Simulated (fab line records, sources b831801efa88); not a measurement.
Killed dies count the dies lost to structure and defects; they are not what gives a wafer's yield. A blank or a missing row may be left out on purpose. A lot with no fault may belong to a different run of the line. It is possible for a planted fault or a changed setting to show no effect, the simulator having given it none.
fab line records	flow sky130
record: lots: 11	wafers: 33	lastDay: 50
route steps=708 shown LOCAL_INTERCONNECT@389 CONTACT@406 PAD_OPEN@708
lots that met no fault: taken from a fault-free run of the same line
startH: hours from the record's opening day to when the first of the lot's shown wafers began	waitH: hours since the lot's step before	" the same as in the row above	L1.1+2: several wafers, shown together as one row	- no value present, or no start provided	* or withheld: withheld	< > ~ a bound
route shown NAME@n: names a module that has steps shown in the file, with the first one's number in the route	usual: average and standard deviation across the fault-free wafers	same: alike in all rows	chamber/n: place in a boat	sites: the reading at each site	_std_site: standard deviation of those values	_edge_site: inner sites' mean taken away from outer sites' mean	radiusMm: how far each site lies from the wafer's centre	mask NAME#n: copy n	behind: the last tool/chamber to shape the wafer	hold: cause of the lot's hold/its duration in hours/its outcome	device: transistor that didn't switch, given as n, p or np	end of line: at the end of the route, the tests of the same wafers	a step given without rows: its recipe and nothing more	killed: not the wafer's yield, but the dies lost to structure and defects at the first sort	map: dies across one wafer; x = killed, . = not, _ = none there
set.NAME: the setting that was run; set.NAME@STEP: the one run at that earlier step	model.NAME: the simulator's own value behind a step, which no gauge read
steps of the route over a sample of lots; a table a step, a row a wafer
services: a tool's chamber out of use, with start hour (startH, from the record's first day; less than 0 if before it), hours out, and reason
== steps ==
step: SKY_LOCAL_INTERCONNECT_THK_MEAS_02
recipe: thkMeasGauge: xrf	reads: TiN_of_LOCAL_INTERCONNECT_SPUTTER_00
usual: LOCAL_INTERCONNECT_TIN_THK: 99.8/1.1
lot.wafer	tool	chamber	startH	waitH	LOCAL_INTERCONNECT_TIN_THK[nm]
L878.1	filmMetro-04	-	690.79	0.1	101.1
L878.4	"	-	"	"	100.9
L878.6	"	-	"	"	99.5
L880.1	filmMetro-02	-	708.66	0.1	98.9
L880.4	"	-	"	"	97.6
L880.5	"	-	"	"	99.0
L881.4	filmMetro-04	-	723.71	0.1	101.2
L881.5	"	-	"	"	101.2
L881.6	"	-	"	"	101.4
L884.1	filmMetro-04	-	741.23	0.1	101.4
L884.2	"	-	"	"	101.1
L884.5	"	-	"	"	100.0
L886.4	filmMetro-03	-	757.98	0.1	99.9
L886.5	"	-	"	"	100.2
L886.6	"	-	"	"	99.4
L889.1	filmMetro-04	-	782.96	0.1	99.9
L889.4	"	-	"	"	99.9
L889.6	"	-	"	"	99.6
L890.1	filmMetro-02	-	787.65	0.1	98.1
L890.2	"	-	"	"	98.6
L890.4	"	-	"	"	98.9
L892.3	filmMetro-02	-	800.77	0.1	99.4
L892.5	"	-	"	"	99.7
L892.6	"	-	"	"	99.0
L893.1	filmMetro-03	-	805.40	0.1	99.8
L893.4	"	-	"	"	100.6
L893.5	"	-	"	"	99.6
L897.1	filmMetro-03	-	836.98	0.1	100.3
L897.4	"	-	"	"	99.2
L897.6	"	-	"	"	97.7
L898.2	filmMetro-02	-	846.01	0.1	99.3
L898.3	"	-	"	"	98.9
L898.6	"	-	"	"	99.9
step: SKY_CONTACT_CVD_00
recipe: material: Si3N4	targetThkNm: 75	tempC: 400	timeS: withheld	rfW: 450
usual: heaterPowerW: 705/82
lot.wafer	tool	chamber	startH	waitH	heaterPowerW
L878.1	pecvd-04	2	720.12	0.0	672
L878.4	"	0	"	"	836
L878.6	"	2	"	"	674
L880.1	pecvd-01	2	736.96	0.0	783
L880.4	"	1	"	"	807
L880.5	"	0	"	"	687
L881.4	pecvd-02	0	752.13	0.0	846
L881.5	"	1	"	"	666
L881.6	"	2	"	"	671
L884.1	pecvd-01	0	769.80	0.0	663
L884.2	"	1	"	"	712
L884.5	"	1	"	"	731
L886.4	pecvd-02	2	785.58	0.0	775
L886.5	"	2	"	"	750
L886.6	"	1	"	"	653
L889.1	pecvd-04	1	809.76	0.0	576
L889.4	"	1	"	"	592
L889.6	"	0	"	"	838
L890.1	pecvd-02	1	814.96	0.0	635
L890.2	"	2	"	"	740
L890.4	"	0	"	"	854
L892.3	pecvd-01	2	827.59	0.0	769
L892.5	"	0	"	"	641
L892.6	"	2	"	"	798
L893.1	pecvd-01	0	832.42	0.0	650
L893.4	"	0	"	"	671
L893.5	"	0	"	"	677
L897.1	pecvd-04	2	863.84	0.0	688
L897.4	"	0	"	"	833
L897.6	"	1	"	"	664
L898.2	pecvd-01	2	873.50	0.0	703
L898.3	"	1	"	"	758
L898.6	"	1	"	"	780
step: SKY_CONTACT_THK_MEAS_01
recipe: reads: Si3N4_of_CONTACT_CVD_00
usual: CONTACT_CVD_00_THK: 74.9/1
lot.wafer	tool	chamber	startH	waitH	CONTACT_CVD_00_THK[nm]
L878.1	filmMetro-01	-	720.15	-	74.3
L878.4	"	-	"	"	76.1
L878.6	"	-	"	"	75.8
L880.1	filmMetro-04	-	737.00	-	74.9
L880.4	"	-	"	"	74.5
L880.5	"	-	"	"	74.9
L881.4	filmMetro-01	-	752.18	-	73.9
L881.5	"	-	"	"	74.0
L881.6	"	-	"	"	75.5
L884.1	filmMetro-02	-	769.83	-	73.8
L884.2	"	-	"	"	73.5
L884.5	"	-	"	"	73.8
L886.4	filmMetro-01	-	785.65	-	75.3
L886.5	"	-	"	"	76.2
L886.6	"	-	"	"	75.2
L889.1	filmMetro-02	-	809.80	-	74.5
L889.4	"	-	"	"	75.8
L889.6	"	-	"	"	76.7
L890.1	filmMetro-04	-	815.00	-	74.3
L890.2	"	-	"	"	74.2
L890.4	"	-	"	"	73.8
L892.3	filmMetro-04	-	827.64	-	74.4
L892.5	"	-	"	"	74.3
L892.6	"	-	"	"	72.9
L893.1	filmMetro-02	-	832.47	-	72.6
L893.4	"	-	"	"	74.6
L893.5	"	-	"	"	74.1
L897.1	filmMetro-04	-	863.88	-	74.0
L897.4	"	-	"	"	76.2
L897.6	"	-	"	"	74.8
L898.2	filmMetro-01	-	873.55	-	75.7
L898.3	"	-	"	"	74.9
L898.6	"	-	"	"	75.3
step: SKY_CONTACT_CVD_24
recipe: material: W	targetThkNm: 340	timeS: 102.12	tempC: 400	pressureTorr: 40
usual: heaterPowerW: 808/110
lot.wafer	tool	chamber	startH	waitH	heaterPowerW
L878.1	cvdW-02	0	749.05	0.0	774
L878.4	"	1	"	"	685
L878.6	"	0	"	"	790
L880.1	cvdW-02	0	765.73	0.0	794
L880.4	"	1	"	"	668
L880.5	"	1	"	"	678
L881.4	cvdW-02	1	781.24	0.1	659
L881.5	"	0	"	"	766
L881.6	"	1	"	"	651
L884.1	cvdW-02	0	798.60	0.0	774
L884.2	"	1	"	"	646
L884.5	"	1	"	"	661
L886.4	cvdW-02	1	813.42	0.1	674
L886.5	"	1	"	"	656
L886.6	"	0	"	"	785
L889.1	cvdW-01	1	837.97	0.0	961
L889.4	"	1	"	"	946
L889.6	"	0	"	"	861
L890.1	cvdW-02	1	843.06	0.0	660
L890.2	"	0	"	"	767
L890.4	"	0	"	"	782
L892.3	cvdW-01	0	855.93	0.1	854
L892.5	"	1	"	"	963
L892.6	"	0	"	"	856
L893.1	cvdW-02	1	859.60	0.0	669
L893.4	"	0	"	"	791
L893.5	"	1	"	"	692
L897.1	cvdW-01	1	890.60	0.0	968
L897.4	"	0	"	"	858
L897.6	"	1	"	"	990
L898.2	cvdW-01	1	900.54	0.0	936
L898.3	"	1	"	"	969
L898.6	"	0	"	"	857
step: SKY_CONTACT_RS_MEAS_25
recipe: thkMeasGauge: four-point-probe	reads: W_of_CONTACT_CVD_24+TiN_of_CONTACT_SPUTTER_23
usual: CONTACT_W_RS: 0.339/0.0039
lot.wafer	tool	chamber	startH	waitH	CONTACT_W_RS[ohm/sq]
L878.1	filmMetro-02	-	749.16	0.1	0.337
L878.4	"	-	"	"	0.340
L878.6	"	-	"	"	0.337
L880.1	filmMetro-04	-	765.84	0.1	0.339
L880.4	"	-	"	"	0.338
L880.5	"	-	"	"	0.342
L881.4	filmMetro-02	-	781.37	0.1	0.333
L881.5	"	-	"	"	0.337
L881.6	"	-	"	"	0.336
L884.1	filmMetro-04	-	798.71	0.1	0.336
L884.2	"	-	"	"	0.335
L884.5	"	-	"	"	0.340
L886.4	filmMetro-04	-	813.55	0.1	0.334
L886.5	"	-	"	"	0.332
L886.6	"	-	"	"	0.335
L889.1	filmMetro-02	-	838.08	0.1	0.340
L889.4	"	-	"	"	0.344
L889.6	"	-	"	"	0.347
L890.1	filmMetro-04	-	843.17	0.1	0.588
L890.2	"	-	"	"	0.335
L890.4	"	-	"	"	0.339
L892.3	filmMetro-02	-	856.04	0.1	0.343
L892.5	"	-	"	"	0.337
L892.6	"	-	"	"	0.340
L893.1	filmMetro-02	-	859.71	0.1	0.583
L893.4	"	-	"	"	0.335
L893.5	"	-	"	"	0.594
L897.1	filmMetro-04	-	890.71	0.1	0.341
L897.4	"	-	"	"	0.339
L897.6	"	-	"	"	0.343
L898.2	filmMetro-04	-	900.67	0.1	0.342
L898.3	"	-	"	"	0.337
L898.6	"	-	"	"	0.340
step: SKY_CONTACT_THK_MEAS_26
recipe: thkMeasGauge: xrf	reads: W_of_CONTACT_CVD_24
usual: CONTACT_W_THK: 329/4
lot.wafer	tool	chamber	startH	waitH	CONTACT_W_THK[nm]
L878.1	filmMetro-02	-	749.28	0.1	329
L878.4	"	-	"	"	328
L878.6	"	-	"	"	331
L880.1	filmMetro-04	-	765.96	0.1	328
L880.4	"	-	"	"	328
L880.5	"	-	"	"	323
L881.4	filmMetro-02	-	781.46	0.1	332
L881.5	"	-	"	"	328
L881.6	"	-	"	"	327
L884.1	filmMetro-04	-	798.83	0.1	333
L884.2	"	-	"	"	330
L884.5	"	-	"	"	326
L886.4	filmMetro-04	-	813.64	0.1	331
L886.5	"	-	"	"	335
L886.6	"	-	"	"	332
L889.1	filmMetro-02	-	838.20	0.1	325
L889.4	"	-	"	"	323
L889.6	"	-	"	"	322
L890.1	filmMetro-04	-	843.29	0.1	193
L890.2	"	-	"	"	337
L890.4	"	-	"	"	334
L892.3	filmMetro-02	-	856.14	0.1	329
L892.5	"	-	"	"	331
L892.6	"	-	"	"	329
L893.1	filmMetro-02	-	859.83	0.1	196
L893.4	"	-	"	"	334
L893.5	"	-	"	"	191
L897.1	filmMetro-04	-	890.83	0.1	327
L897.4	"	-	"	"	329
L897.6	"	-	"	"	325
L898.2	filmMetro-04	-	900.78	0.1	327
L898.3	"	-	"	"	332
L898.6	"	-	"	"	331
step: SKY_CONTACT_CMP_27
recipe: stopOn: SiO2	tOverpolishS: 15	downForcePsi: 3.5	platenRpm: 60	targetThkNm: 0	padVelocityMS: 0.94248
usual: motorCurrentA: 10.4/1.1	slurryFlowMlMin: 150.0/0.48	timeToEndpointS: 83/4.1
lot.wafer	tool	chamber	startH	waitH	motorCurrentA	slurryFlowMlMin	timeToEndpointS
L878.1	cmp-01	2	749.39	0.1	9.7	150.5	89
L878.4	"	0	"	"	10.4	150.0	85
L878.6	"	1	"	"	10.2	150.8	86
L880.4	cmp-02	3	766.02	0.0	9.2	150.4	91
L880.1	"	2	"	"	9.9	149.8	82
L880.5	"	0	"	"	11.8	149.2	80
L881.4	cmp-01	2	781.59	0.1	10.0	150.6	86
L881.5	"	0	"	"	10.1	150.6	82
L881.6	"	1	"	"	10.0	150.1	81
L884.2	cmp-02	0	798.99	0.1	11.5	149.1	78
L884.1	"	1	"	"	12.1	150.6	82
L884.5	"	3	"	"	9.1	150.2	82
L886.4	cmp-01	1	813.67	0.0	10.1	149.6	80
L886.5	"	1	"	"	10.1	150.0	83
L886.6	"	2	"	"	9.8	149.9	88
L889.4	cmp-02	0	838.26	0.0	12.3	150.4	82
L889.1	"	1	"	"	11.9	150.6	86
L889.6	"	1	"	"	12.3	150.0	84
L890.4	cmp-01	0	843.35	0.0	10.6	149.6	84
L890.1	"	2	"	"	9.8	149.7	51
L890.2	"	3	"	"	9.8	149.2	81
L892.3	cmp-02	2	856.33	0.2	9.8	150.1	83
L892.6	"	3	"	"	9.2	149.5	93
L892.5	"	0	"	"	12.5	149.8	82
L893.4	cmp-02	3	859.94	0.1	9.1	150.1	87
L893.1	"	1	"	"	12.6	150.8	50
L893.5	"	2	"	"	9.6	149.3	48
L897.4	cmp-01	0	891.09	0.2	10.1	149.8	83
L897.1	"	1	"	"	10.5	149.8	80
L897.6	"	2	"	"	10.3	149.6	84
L898.3	cmp-01	1	900.93	0.1	9.5	150.4	83
L898.2	"	2	"	"	9.9	150.3	89
L898.6	"	0	"	"	10.3	150.1	82
step: SKY_PAD_OPEN_PROBE_99
usual: killed_at_M0_to_M3: 43/7.9	killed_at_M4_up: 2.9/1.8	killedAtContacts: 24/5.5	killedAtFrontEnd: 15/4.2	killedAtOther: 0.2/0.46	killedDies: 86/11	killedOpen: 47/8.1	killedShort: 39/6.4
same: grossDies: 492	killedAtBackSide: 0
lot.wafer	tool	chamber	startH	waitH	killed_at_M0_to_M3	killed_at_M4_up	killedAtContacts	killedAtFrontEnd	killedAtOther	killedDies	killedOpen	killedShort
L878.1	prober-02	-	1089.00	0.1	35	6	39	14	0	94	42	52
L878.4	prober-02	-	1089.15	0.2	28	4	19	15	0	66	37	29
L878.6	prober-02	-	1089.25	0.2	66	0	22	23	1	112	78	34
L880.1	prober-02	-	1100.20	0.1	48	3	27	19	1	98	57	41
L880.4	prober-02	-	1100.35	0.2	45	3	19	11	0	78	42	36
L880.5	prober-02	-	1100.40	0.2	50	4	22	18	0	94	52	42
L881.4	prober-01	-	1111.31	0.2	47	1	19	16	1	84	47	37
L881.5	prober-01	-	1111.36	0.2	34	2	28	22	0	86	49	37
L881.6	prober-01	-	1111.41	0.2	35	4	37	12	1	89	47	42
L884.1	prober-01	-	1123.01	0.1	36	2	19	15	0	72	38	34
L884.2	prober-01	-	1123.06	0.1	34	1	28	17	0	80	45	35
L884.5	prober-01	-	1123.21	0.2	45	1	24	11	0	81	49	32
L886.4	prober-02	-	1135.56	0.2	49	2	16	13	1	81	40	41
L886.5	prober-02	-	1135.61	0.2	33	3	23	9	0	68	39	29
L886.6	prober-02	-	1135.66	0.2	60	2	28	13	0	103	54	49
L889.1	prober-01	-	1157.52	0.1	44	2	23	19	1	89	56	33
L889.4	prober-01	-	1157.67	0.2	43	3	26	15	0	87	48	39
L889.6	prober-01	-	1157.77	0.2	38	2	30	8	0	78	46	32
L890.1	prober-02	-	1160.77	0.1	37	1	25	16	0	79	45	34
L890.2	prober-02	-	1160.82	0.1	37	3	31	16	0	87	47	40
L890.4	prober-02	-	1160.92	0.2	45	9	20	8	0	82	47	35
L892.3	prober-02	-	1168.98	0.2	51	3	27	20	0	101	58	43
L892.5	prober-02	-	1169.08	0.2	48	1	22	16	0	87	52	35
L892.6	prober-02	-	1169.13	0.2	51	1	14	14	0	80	45	35
L893.1	prober-01	-	1169.88	0.1	50	2	17	8	0	77	42	35
L893.4	prober-01	-	1170.03	0.2	50	3	27	12	0	92	54	38
L893.5	prober-01	-	1170.08	0.2	54	5	26	17	0	102	51	51
L897.1	prober-01	-	1189.01	0.1	44	3	31	18	0	96	51	45
L897.4	prober-01	-	1189.16	0.2	48	4	21	14	0	87	38	49
L897.6	prober-01	-	1189.26	0.2	67	2	27	11	0	107	61	46
L898.2	prober-02	-	1195.08	0.1	39	4	27	7	0	77	40	37
L898.3	prober-02	-	1195.13	0.2	35	5	12	19	0	71	39	32
L898.6	prober-02	-	1195.28	0.2	41	5	29	20	1	96	54	42
killed by level:class
L878.1 CONTACT:geometricParticle:open=13 LI_CONTACT:geometricParticle:open=9 CONTACT:geometricParticle:short=8 METAL2:geometricParticle:short=7 VIA1:geometricParticle:open=7 LOCAL_INTERCONNECT:geometricParticle:short=6 VIA1:geometricParticle:short=6 METAL4:geometricParticle:short=5
L878.4 VIA1:geometricParticle:open=7 CONTACT:geometricParticle:open=6 FIELD_ISO:geometricParticle:short=5 POLY_GATE:geometricParticle:open=5 LI_CONTACT:geometricParticle:open=5 VIA2:geometricParticle:open=5 VIA2:geometricParticle:short=3 LOCAL_INTERCONNECT:geometricParticle:short=3
L878.6 VIA1:geometricParticle:open=21 VIA2:geometricParticle:open=15 LI_CONTACT:geometricParticle:open=9 CONTACT:geometricParticle:open=7 VIA1:geometricParticle:short=6 METAL2:geometricParticle:short=6 FIELD_ISO:geometricParticle:open=5 METAL1:geometricParticle:short=5
L880.1 VIA2:geometricParticle:open=14 VIA1:geometricParticle:open=12 CONTACT:geometricParticle:open=9 LI_CONTACT:geometricParticle:open=8 FIELD_ISO:geometricParticle:short=7 VIA1:geometricParticle:short=5 VIA3:geometricParticle:open=4 LI_CONTACT:geometricParticle:short=4
L880.4 VIA1:geometricParticle:open=18 CONTACT:geometricParticle:short=7 CONTACT:geometricParticle:open=7 METAL3:geometricParticle:short=7 METAL2:geometricParticle:short=6 METAL1:geometricParticle:short=4 VIA2:geometricParticle:open=4 FIELD_ISO:geometricParticle:open=3
L880.5 VIA2:geometricParticle:open=13 VIA1:geometricParticle:open=8 FIELD_ISO:geometricParticle:short=7 CONTACT:geometricParticle:open=7 VIA1:geometricParticle:short=6 FIELD_ISO:geometricParticle:open=5 CONTACT:geometricParticle:short=5 METAL1:geometricParticle:short=5
L881.4 VIA1:geometricParticle:open=13 CONTACT:geometricParticle:open=8 METAL2:geometricParticle:short=7 FIELD_ISO:geometricParticle:short=6 VIA2:geometricParticle:open=6 VIA1:geometricParticle:short=5 POLY_GATE:geometricParticle:open=4 LI_CONTACT:geometricParticle:open=4
L881.5 LI_CONTACT:geometricParticle:open=9 CONTACT:geometricParticle:open=9 FIELD_ISO:geometricParticle:open=7 VIA3:geometricParticle:open=6 METAL1:geometricParticle:short=6 METAL2:geometricParticle:short=6 FIELD_ISO:geometricParticle:short=5 POLY_GATE:geometricParticle:open=5
L881.6 CONTACT:geometricParticle:open=11 LI_CONTACT:geometricParticle:open=10 VIA1:geometricParticle:open=10 VIA1:geometricParticle:short=9 CONTACT:geometricParticle:short=8 LOCAL_INTERCONNECT:geometricParticle:short=5 FIELD_ISO:geometricParticle:open=4 VIA2:geometricParticle:open=4
L884.1 VIA1:geometricParticle:open=12 CONTACT:geometricParticle:short=5 VIA3:geometricParticle:open=5 FIELD_ISO:geometricParticle:open=4 FIELD_ISO:geometricParticle:short=4 LI_CONTACT:geometricParticle:short=4 POLY_GATE:geometricParticle:short=3 LI_CONTACT:geometricParticle:open=3
L884.2 CONTACT:geometricParticle:open=13 VIA1:geometricParticle:open=9 FIELD_ISO:geometricParticle:open=6 LOCAL_INTERCONNECT:geometricParticle:short=6 CONTACT:geometricParticle:short=5 METAL1:geometricParticle:short=4 VIA1:geometricParticle:short=4 VIA2:geometricParticle:open=4
L884.5 VIA1:geometricParticle:open=12 CONTACT:geometricParticle:open=10 VIA2:geometricParticle:open=7 VIA1:geometricParticle:short=6 METAL2:geometricParticle:short=6 VIA3:geometricParticle:open=5 LI_CONTACT:geometricParticle:open=4 POLY_GATE:geometricParticle:open=4
L886.4 METAL1:geometricParticle:short=10 VIA1:geometricParticle:open=7 VIA3:geometricParticle:open=7 LI_CONTACT:geometricParticle:open=6 FIELD_ISO:geometricParticle:short=5 VIA1:geometricParticle:short=5 VIA2:geometricParticle:open=5 CONTACT:geometricParticle:open=4
L886.5 METAL1:geometricParticle:short=8 CONTACT:geometricParticle:open=8 LI_CONTACT:geometricParticle:open=6 VIA1:geometricParticle:open=6 METAL2:geometricParticle:short=4 VIA1:geometricParticle:short=4 VIA2:geometricParticle:open=4 FIELD_ISO:geometricParticle:open=3
L886.6 METAL1:geometricParticle:short=13 CONTACT:geometricParticle:open=12 VIA1:geometricParticle:open=11 METAL2:geometricParticle:short=8 VIA2:geometricParticle:open=7 VIA3:geometricParticle:open=7 LI_CONTACT:geometricParticle:open=5 CONTACT:geometricParticle:short=5
L889.1 CONTACT:geometricParticle:open=13 VIA1:geometricParticle:open=9 VIA2:geometricParticle:open=8 POLY_GATE:geometricParticle:short=6 METAL2:geometricParticle:short=6 VIA3:geometricParticle:open=6 FIELD_ISO:geometricParticle:open=4 METAL1:geometricParticle:short=4
L889.4 LI_CONTACT:geometricParticle:open=12 VIA2:geometricParticle:short=8 VIA1:geometricParticle:open=6 VIA2:geometricParticle:open=6 VIA3:geometricParticle:open=6 CONTACT:geometricParticle:short=5 POLY_GATE:geometricParticle:open=4 VIA1:geometricParticle:short=4
L889.6 CONTACT:geometricParticle:open=12 VIA1:geometricParticle:open=9 VIA2:geometricParticle:open=9 CONTACT:geometricParticle:short=8 LI_CONTACT:geometricParticle:open=6 VIA2:geometricParticle:short=6 POLY_GATE:geometricParticle:open=4 VIA3:geometricParticle:open=4
L890.1 CONTACT:geometricParticle:open=14 VIA1:geometricParticle:open=8 VIA1:geometricParticle:short=6 METAL1:geometricParticle:short=6 VIA3:geometricParticle:open=5 METAL2:geometricParticle:short=5 FIELD_ISO:geometricParticle:short=4 LOCAL_INTERCONNECT:geometricParticle:short=4
L890.2 VIA1:geometricParticle:open=9 LI_CONTACT:geometricParticle:open=9 CONTACT:geometricParticle:open=8 VIA3:geometricParticle:open=8 METAL2:geometricParticle:short=7 LOCAL_INTERCONNECT:geometricParticle:short=5 CONTACT:geometricParticle:short=5 POLY_GATE:geometricParticle:open=4
L890.4 VIA1:geometricParticle:open=14 VIA3:geometricParticle:open=10 METAL4:geometricParticle:short=7 LI_CONTACT:geometricParticle:open=6 FIELD_ISO:geometricParticle:short=4 CONTACT:geometricParticle:open=4 METAL1:geometricParticle:short=4 LI_CONTACT:geometricParticle:short=3
L892.3 VIA1:geometricParticle:open=14 VIA2:geometricParticle:open=9 CONTACT:geometricParticle:open=8 LI_CONTACT:geometricParticle:open=8 FIELD_ISO:geometricParticle:short=7 VIA1:geometricParticle:short=7 VIA3:geometricParticle:open=6 FIELD_ISO:geometricParticle:open=5
L892.5 VIA1:geometricParticle:open=11 VIA2:geometricParticle:open=11 FIELD_ISO:geometricParticle:open=8 CONTACT:geometricParticle:open=7 METAL1:geometricParticle:short=7 CONTACT:geometricParticle:short=6 VIA3:geometricParticle:open=6 METAL2:geometricParticle:short=5
L892.6 VIA2:geometricParticle:open=12 VIA1:geometricParticle:open=11 METAL1:geometricParticle:short=7 LI_CONTACT:geometricParticle:open=6 CONTACT:geometricParticle:open=6 METAL2:geometricParticle:short=6 FIELD_ISO:geometricParticle:short=5 POLY_GATE:geometricParticle:short=3
L893.1 VIA3:geometricParticle:open=12 VIA2:geometricParticle:open=6 METAL2:geometricParticle:short=5 LI_CONTACT:geometricParticle:short=5 VIA1:geometricParticle:open=5 CONTACT:geometricParticle:open=5 METAL1:geometricParticle:short=5 VIA1:geometricParticle:short=5
L893.4 CONTACT:geometricParticle:open=11 VIA1:geometricParticle:open=11 VIA3:geometricParticle:open=9 LI_CONTACT:geometricParticle:open=7 METAL1:geometricParticle:short=7 FIELD_ISO:geometricParticle:short=5 VIA2:geometricParticle:open=5 LI_CONTACT:geometricParticle:short=4
L893.5 VIA1:geometricParticle:open=17 CONTACT:geometricParticle:open=11 VIA1:geometricParticle:short=8 VIA3:geometricParticle:short=7 LI_CONTACT:geometricParticle:open=6 METAL2:geometricParticle:short=6 FIELD_ISO:geometricParticle:short=5 LOCAL_INTERCONNECT:geometricParticle:short=5
L897.1 CONTACT:geometricParticle:open=14 METAL1:geometricParticle:short=8 VIA2:geometricParticle:open=8 CONTACT:geometricParticle:short=7 VIA1:geometricParticle:open=6 FIELD_ISO:geometricParticle:short=5 LI_CONTACT:geometricParticle:open=5 POLY_GATE:geometricParticle:short=4
L897.4 METAL1:geometricParticle:short=9 VIA2:geometricParticle:open=7 VIA1:geometricParticle:open=7 LI_CONTACT:geometricParticle:open=6 CONTACT:geometricParticle:open=6 METAL2:geometricParticle:short=6 FIELD_ISO:geometricParticle:short=4 FIELD_ISO:geometricParticle:open=4
L897.6 VIA2:geometricParticle:open=13 CONTACT:geometricParticle:open=12 VIA3:geometricParticle:open=12 METAL3:geometricParticle:short=9 METAL2:geometricParticle:short=7 LI_CONTACT:geometricParticle:open=6 VIA1:geometricParticle:open=6 VIA2:geometricParticle:short=5
L898.2 CONTACT:geometricParticle:open=9 METAL1:geometricParticle:short=8 VIA1:geometricParticle:open=8 LI_CONTACT:geometricParticle:open=7 VIA3:geometricParticle:open=7 CONTACT:geometricParticle:short=5 FIELD_ISO:geometricParticle:short=4 METAL2:geometricParticle:short=4
L898.3 VIA1:geometricParticle:open=10 CONTACT:geometricParticle:open=6 POLY_GATE:geometricParticle:short=5 VIA3:geometricParticle:open=5 CONTACT:geometricParticle:short=4 METAL2:geometricParticle:short=4 VIA2:geometricParticle:open=4 FIELD_ISO:geometricParticle:open=3
L898.6 LI_CONTACT:geometricParticle:open=12 VIA1:geometricParticle:open=10 CONTACT:geometricParticle:open=7 LOCAL_INTERCONNECT:geometricParticle:short=6 VIA1:geometricParticle:short=6 METAL1:geometricParticle:open=5 POLY_GATE:geometricParticle:open=5 POLY_GATE:geometricParticle:short=4
== services ==
tool	chamber	startH	hours	kind
pecvd-04	-	719.64	0.2	repair
cvdW-01	-	728.21	14.6	pm
pecvd-02	-	738.85	6.0	pm
cmp-01	-	744.00	4.0	pm
cmp-01	-	748.00	-	consumableReplace:conditioner
cmp-01	-	748.00	-	consumableReplace:pad
cmp-01	-	750.27	3.1	repair
cvdW-01	-	756.08	0.8	repair
pecvd-01	1	757.66	2.1	scheduledDown
cvdW-02	-	758.53	0.7	repair
pecvd-01	1	759.79	5.5	scheduledDown
cvdW-01	0	761.35	7.5	repair
pecvd-01	-	779.58	0.6	repair
cmp-01	-	784.90	1.9	repair
pecvd-04	-	801.44	2.8	pm
pecvd-01	1	818.12	-	clean
pecvd-01	1	818.12	-	consumableReplace:showerhead
pecvd-01	1	818.12	29.0	scheduledDown
pecvd-01	1	818.12	29.0	ventCycle
cmp-01	-	826.16	7.2	pm
pecvd-01	0	849.08	7.2	repair
pecvd-01	-	869.32	0.6	repair
pecvd-01	2	883.73	5.5	scheduledDown
cmp-02	-	897.99	7.2	pm
== key ==
firstSign: step: SKY_CONTACT_RS_MEAS_25	reading: CONTACT_W_RS	direction: up	sigmas: 65	usual: 0.339	struck: 0.588
effect: step: SKY_CONTACT_THK_MEAS_26	reading: CONTACT_W_THK	direction: down	sigmas: 34	usual: 329	struck: 194
effect: step: SKY_CONTACT_CMP_27	reading: timeToEndpointS	direction: down	sigmas: 8.1	usual: *	struck: *
metAt SKY_CONTACT_CVD_24
struckLots L890,L893
struckWafers L890.1,L893.1,L893.5
testerLeftOut L890,L893
notActingAt SKY_LOCAL_INTERCONNECT_THK_MEAS_02,SKY_CONTACT_CVD_00,SKY_CONTACT_THK_MEAS_01
onsetBetween 813.42 843.06
fault: kind: processParameterDrift	tool: cvdW-02	chamber: 1	onsetH: 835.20	steps: SKY_CONTACT_CVD_24	channel: targetThkNm	offset: -142.54	shape: step	endH: 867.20	actsIn: theseRecipesOnly	stated: 340
testerLeftOut: of these lots the tester's yield and bins aren't shown, on N5 and GAA mostly nor the transistor test; their killed dies are dies lost to structure and defects alone, not to doping, threshold or leakage, so they don't give the yield
